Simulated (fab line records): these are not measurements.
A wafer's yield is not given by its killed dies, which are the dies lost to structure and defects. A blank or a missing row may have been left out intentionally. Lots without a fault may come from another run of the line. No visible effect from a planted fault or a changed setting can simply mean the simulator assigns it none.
One fault seen from 2 desks + flow sky130 + each desk has only its own numbers; what lay behind them comes last

METROLOGY DESK
Lot by lot, what the gauges showed, no matter which tool ran the lot: averages of those sampled wafers that carry a number. Any lot whose mean is over 4 standard deviations away from the usual mean is out of limits and marked OUT; that distance is given in the brackets.
Columns: A = VIA3_BOW at SKY_VIA3_BOW_MEAS_03, usual 81 um; B = CAP2M_TIN_RS at SKY_CAP2M_RS_MEAS_03, usual 6.92 ohm/sq; C = CAP2M_TIN_THK at SKY_CAP2M_THK_MEAS_04, usual 200 nm
| lot  | first seen here | A  | B               | C              |
|------|-----------------|----|-----------------|----------------|
| L191 | day 39 06:17    | 78 | 6.99            | 198            |
| L195 | day 40 14:16    | 82 | 7.02            | 198            |
| L196 | day 40 21:46    | 74 | 6.92            | 201            |
| L197 | day 40 23:53    | 87 | 7.95 (+9.3) OUT | 181 (-6.2) OUT |
| L200 | day 41 15:41    | 85 | 7.88 (+8.7) OUT | 182 (-5.8) OUT |
| L199 | day 41 18:36    | 76 | 8.62 (+15) OUT  | 166 (-11) OUT  |
| L206 | day 43 01:01    | 81 | 6.86            | 202            |
| L208 | day 43 14:37    | 79 | 7.04            | 198            |
| L211 | day 44 15:07    | 77 | 7.05            | 197            |
| L213 | day 44 21:08    | 72 | 6.89            | 202            |
Per this desk, out of limits: L197, L199, L200; the first was L197, day 42 01:52 (CAP2M_TIN_RS at SKY_CAP2M_RS_MEAS_03). Within limits: L191, L195, L196, L206, L208, L211, L213.

AT THE TOOL OWNER'S DESK: pvd_sputter-01
At SKY_CAP2M_SPUTTER_02 (material TiN, target thk 200 nm, time 166.7 s) the tool's own readings: per lot run on this tool, the mean of the sampled wafers that have a number. Any lot whose mean is over 4 standard deviations away from the usual mean is out of limits and marked OUT; that distance is given in the brackets.
Columns: A = throttle_valve_pct at SKY_CAP2M_SPUTTER_02, usual 29.8 %
| lot  | first seen here | A    |
|------|-----------------|------|
| L191 | day 40 08:43    | 29.6 |
| L195 | day 41 16:56    | 30.0 |
| L196 | day 42 00:22    | 29.7 |
| L197 | day 42 01:44    | 29.9 |
| L200 | day 42 16:36    | 30.0 |
| L199 | day 42 19:46    | 29.4 |
| L213 | day 45 20:43    | 29.5 |
Result from this desk: across the 7 lots, nothing is out of limits.

ALL TOGETHER
At day 42 01:52 the metrology desk could have sounded an alarm, on L197, L199, L200.
The tool owner's desk saw nothing out of limits.
Tool owner's desk: L197, L199, L200 on record, inside its limits.
SKY_CAP2M_SPUTTER_02 was run on pvd_sputter-01 by each of the lots named.

WHAT THE SIMULATOR HAD PUT IN
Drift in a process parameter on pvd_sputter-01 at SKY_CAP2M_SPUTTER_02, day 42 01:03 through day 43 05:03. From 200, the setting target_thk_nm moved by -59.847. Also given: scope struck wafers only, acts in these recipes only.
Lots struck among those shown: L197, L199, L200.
Time in hours between the start of the fault and the first out-of-limits reading at each desk: metrology desk, 1.
